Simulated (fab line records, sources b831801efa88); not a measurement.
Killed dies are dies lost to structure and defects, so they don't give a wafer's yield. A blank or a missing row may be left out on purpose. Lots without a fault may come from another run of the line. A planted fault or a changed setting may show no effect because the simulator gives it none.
A struck lot beside a sound one | flow sky130 | 21 steps out of a route of 708
Sound: wafers L473.2, L473.3, L473.6. Struck: wafer L481.1. (L481.4, L481.6 of the same lot were not struck and are left out.) The cause comes at the end.
At each step with rows: each side's tool, then ch and its chambers, then its first start. Under that, the readings that differ: sound wafers | struck wafers | difference of the means | sigmas: that difference in standard deviations of wafers without a fault.
alike: readings whose means differ by less than 2 such deviations, and words and numbers that are the same on both sides. not compared: withheld readings, readings that some wafer has no value for, bounds like >300 that may hide the same value, and numbers for which the record gives no deviation and whose values overlap.
The two part at a step that has a row with sigmas, a row that says differs or no value, or rows on one side only. Numbers that don't overlap but have no deviation are shown without sigmas and don't part them. A reading that every wafer of one side lacks parts them only if that side has two wafers or more.

first, 1 step without rows for these wafers: SKY_POLY_GATE_CVD_03 (deposits Si3N4 from DCS/NH3, target thk 75 nm, time 1290 s).
SKY_POLY_GATE_THK_MEAS_04:
  sound on film_metro-03, day 16 06:17; struck on film_metro-04, day 18 20:57
  alike: POLY_GATE_CVD_03_THK
then, 8 steps without rows for these wafers: SKY_POLY_GATE_DEHYDRATE_05 (time 60 s); SKY_POLY_GATE_HMDS_06 (prime time 60 s); SKY_POLY_GATE_COAT_07 (resist thk 110 nm); SKY_POLY_GATE_COAT_08 (resist thk 450 nm); SKY_POLY_GATE_SOFTBAKE_09 (time 90 s); SKY_POLY_GATE_EXPOSE_10 (exposes mask P1M, target cd 150 nm); SKY_POLY_GATE_PEB_11; SKY_POLY_GATE_DEVELOP_12 (develop time 60 s).
SKY_POLY_GATE_CD_MEAS_13: target cd 150 nm.
  sound on cd_sem-01, day 17 11:16; struck on cd_sem-01, day 20 03:35
  alike: cd_nm
SKY_POLY_GATE_OVL_MEAS_14:
  sound on overlay-01, day 17 11:22; struck on overlay-02, day 20 03:43
  alike: POLY_GATE_OVL
SKY_POLY_GATE_ETCH_15: etches BARC in N2/H2, stops on SiO2, time 118.5 s, target depth 110 nm.
  sound on rie_diel-02 ch 1,3, day 17 11:23; struck on rie_diel-01 ch 3, day 20 03:44
  reading                                          | sound                | struck | difference | sigmas
  throttle_valve_pct (%)                           | 13.196 13.210 13.207 | 13.229 | +0.025     | +3
  model.KrF-thick_of_POLY_GATE_COAT_08.thk_nm (nm) | 346.2 347.2 347.8    | 297.3  | -49.8      |
  model.POLY_GATE.cd_nm (nm)                       | 148.7 146.6 148.6    | 139.2  | -8.8       |
  model.SiO2_of_SONOS_ONO_CVD_04.thk_nm (nm)       | 4.239 4.301 4.126    | 0      | -4         |
  alike: chamber_pressure_mTorr, drypump_motor_current_A, oes_product_au
  not compared: rf_hours_counter_h
SKY_POLY_GATE_ETCH_16: etches Si3N4 in CH3F/O2, stops on poly-Si, time 147.5 s, target depth 75 nm.
  sound on rie_diel-02 ch 1,3, day 17 11:28; struck on rie_diel-01 ch 3, day 20 03:49
  reading                        | sound                | struck | difference | sigmas
  chamber_pressure_mTorr (mTorr) | 24.995 24.972 24.985 | 25.045 | +0.061     | +3
  throttle_valve_pct (%)         | 10.551 10.529 10.533 | 10.517 | -0.021     | -2
  alike: drypump_motor_current_A, oes_product_au
  not compared: rf_hours_counter_h
SKY_POLY_GATE_ETCH_17: etches poly-Si in HBr/Cl2, stops on SiO2, target depth 180 nm, time 70.5 s.
  sound on rie_si-02 ch 0,1,3, day 17 11:34; struck on rie_si-02 ch 2, day 20 03:55
  reading                                          | sound               | struck | difference | sigmas
  chamber_pressure_mTorr (mTorr)                   | 10.018 9.998 10.010 | 9.977  | -0.032     | -3
  model.KrF-thick_of_POLY_GATE_COAT_08.thk_nm (nm) | 144.7 144.1 145.2   | 91.55  | -53.12     |
  model.POLY_GATE.cd_nm (nm)                       | 148.7 144.6 147.7   | 138.8  | -8.2       |
  alike: drypump_motor_current_A, oes_product_au, throttle_valve_pct
  not compared: rf_hours_counter_h
SKY_POLY_GATE_STRIP_18: strips in O2/N2.
  sound on plasma_asher-04 ch 0,1, day 17 11:38; struck on plasma_asher-02 ch 0, day 20 03:59
  reading                        | sound                | struck | difference | sigmas
  chamber_pressure_mTorr (mTorr) | 1500.7 1497.0 1500.1 | 1502.3 | +3.0       | +2
  oes_product_au (a.u.)          | 0.360 0.359 0.370    | 0.343  | -0.020     | -5
  strip_time_to_endpoint_s (s)   | 3.20 3.21 3.23       | 2.65   | -0.56      | -19
  alike: drypump_motor_current_A
  not compared: rf_hours_counter_h
then, 2 steps without rows for these wafers: SKY_POLY_GATE_CLEAN_19 (cleans in SC1/SC2, time 150 s); SKY_POLY_GATE_OXIDATION_20 (stabilise 600 s, purge 300 s, target thk 4 nm).
SKY_POLY_GATE_CD_MEAS_22:
  sound on cd_sem-01, day 17 14:22; struck on cd_sem-02, day 20 05:28
  reading    | sound             | struck | difference | sigmas
  cd_nm (nm) | 148.7 144.2 147.7 | 138.8  | -8.1       | -4
then, 1 step without rows for these wafers: SKY_LDD_N_DEHYDRATE_00 (time 60 s).
-- the record jumps here: 28 days lie between the struck wafers' starts before and after (it left off in module LDD_N and takes up again in module PAD_OPEN, whose first step shown is number 708 of the route) --
SKY_PAD_OPEN_PROBE_99:
  sound on prober-01, day 46 07:16; struck on prober-01, day 48 03:19
  reading             | sound    | struck | difference | sigmas
  killed_at_front_end | 17 20 11 | 407    | +391       | +85
  killed_dies         | 93 86 72 | 492    | +408       | +43
  killed_on_rim       | 12 18 12 | 96     | +82        | +20
  alike: killed_at_M0_to_M3, killed_at_M4_up, killed_at_contacts, killed_at_other, killed_open, killed_short

WHERE THEY PART
First at SKY_POLY_GATE_ETCH_15; last, within this record, at SKY_PAD_OPEN_PROBE_99.

WHY: what the simulator had put in
Process parameter drift: rie_diel-01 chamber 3, from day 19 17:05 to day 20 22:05, at SKY_POLY_GATE_ETCH_15. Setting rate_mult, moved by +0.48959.
